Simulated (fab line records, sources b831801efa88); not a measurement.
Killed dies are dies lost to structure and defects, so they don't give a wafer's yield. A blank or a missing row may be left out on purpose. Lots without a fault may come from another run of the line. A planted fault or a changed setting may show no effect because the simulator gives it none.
A struck lot beside a sound one | flow sfq_line | 14 steps out of a route of 325
Sound: wafers L534.1, L534.2, L534.5. Struck: wafer L531.2. (L531.4, L531.6 of the same lot were not struck and are left out.) The cause comes at the end.
At each step with rows: each side's tool, then ch and its chambers, then its first start. Under that, the readings that differ: sound wafers | struck wafers | difference of the means | sigmas: that difference in standard deviations of wafers without a fault.
alike: readings whose means differ by less than 2 such deviations, and words and numbers that are the same on both sides. not compared: withheld readings, readings that some wafer has no value for, bounds like >300 that may hide the same value, and numbers for which the record gives no deviation and whose values overlap.
The two part at a step that has a row with sigmas, a row that says differs or no value, or rows on one side only. Numbers that don't overlap but have no deviation are shown without sigmas and don't part them. A reading that every wafer of one side lacks parts them only if that side has two wafers or more.

first, 6 steps without rows for these wafers: SFQ_TRILAYER_M3_LITHO_COAT_080 (resist thk 62 nm); SFQ_TRILAYER_M3_LITHO_COAT_075 (resist thk 600 nm); SFQ_TRILAYER_M3_LITHO_SOFTBAKE_079; SFQ_TRILAYER_M3_LITHO_EXPOSE_076 (exposes mask M3, target cd 500 nm); SFQ_TRILAYER_M3_LITHO_PEB_078 (peb time 60 s); SFQ_TRILAYER_M3_LITHO_DEVELOP_077 (time 60 s).
SFQ_M3_OVL_MEAS_921:
  sound on overlay-01, day 41 02:37; struck on overlay-02, day 40 09:50
  reading     | sound  | struck | difference | sigmas
  M3_OVL (nm) | 2 12 3 | -8     | -14        | -2
SFQ_TRILAYER_M3_BARC_OPEN_METAL_ETCH_100: etches BARC in O2, target depth 125 nm, time 41.7 s.
  sound on rie_metal-01 ch 0,1, day 41 02:40; struck on rie_metal-03 ch 0, day 40 09:52
  reading                      | sound          | struck | difference | sigmas
  he_backside_leak_sccm (sccm) | 3.97 3.61 3.85 | 3.45   | -0.36      | -2
  alike: drypump_motor_current_A, oes_product_au, rf_fwd_power_W
  not compared: rf_hours_counter_h
SFQ_TRILAYER_M3_ETCH_METAL_ETCH_078: etches Nb in Cl2/Ar, stops on SiO2, target depth 240 nm, time 120 s.
  sound on rie_metal-01 ch 0,1, day 41 02:43; struck on rie_metal-03 ch 0, day 40 09:55
  reading            | sound             | struck | difference | sigmas
  rf_fwd_power_W (W) | 599.7 599.5 599.6 | 594.7  | -4.9       | -2
  alike: drypump_motor_current_A, he_backside_leak_sccm, oes_product_au
  not compared: rf_hours_counter_h
SFQ_TRILAYER_M3_STRIP_STRIP_079: strips in O2.
  sound on rie_metal-01 ch 0,1, day 41 02:50; struck on rie_metal-03 ch 0, day 40 10:02
  alike: drypump_motor_current_A, he_backside_leak_sccm, oes_product_au
  not compared: rf_hours_counter_h
then, 1 step without rows for these wafers: SFQ_TRILAYER_M3_STRIP_SOLV_CLEAN_080 (cleans in NMP, time 600 s).
SFQ_TRILAYER_I3_DEP_PECVD_081: deposits SiO2 from SiH4/N2O, time 111.11 s, target thk 500 nm.
  sound on pecvd-02 ch 0,2, day 41 03:37; struck on pecvd-04 ch 1, day 40 10:59
  reading                                             | sound             | struck | difference | sigmas
  run_length_s (s)                                    | 140.1 139.8 139.9 | 130.5  | -9.4       | -17
  model.SiO2_of_TRILAYER_I3_DEP_PECVD_081.thk_nm (nm) | 503.2 493.4 496.6 | 465.6  | -32.1      |
  alike: heater_power_w, throttle_valve_pct
  not compared: rf_fwd_power_W
SFQ_TRILAYER_I3_CMP_CMP_082: polishes SiO2.
  sound on cmp-02 ch 0,3, day 41 11:04; struck on cmp-01 ch 2, day 40 19:50
  reading                | sound       | struck | difference | sigmas
  time_to_endpoint_s (s) | 211 207 206 | 192    | -16        | -2
  alike: motor_current_A
SFQ_I3_BOW_MEAS_922:
  sound on film_metro-03, day 41 14:04; struck on film_metro-04, day 40 21:51
  alike: I3_BOW

WHERE THEY PART
First at SFQ_M3_OVL_MEAS_921; last, within this record, at SFQ_TRILAYER_I3_CMP_CMP_082. Later steps at which nothing parts them and some readings are alike: SFQ_I3_BOW_MEAS_922.

WHY: what the simulator had put in
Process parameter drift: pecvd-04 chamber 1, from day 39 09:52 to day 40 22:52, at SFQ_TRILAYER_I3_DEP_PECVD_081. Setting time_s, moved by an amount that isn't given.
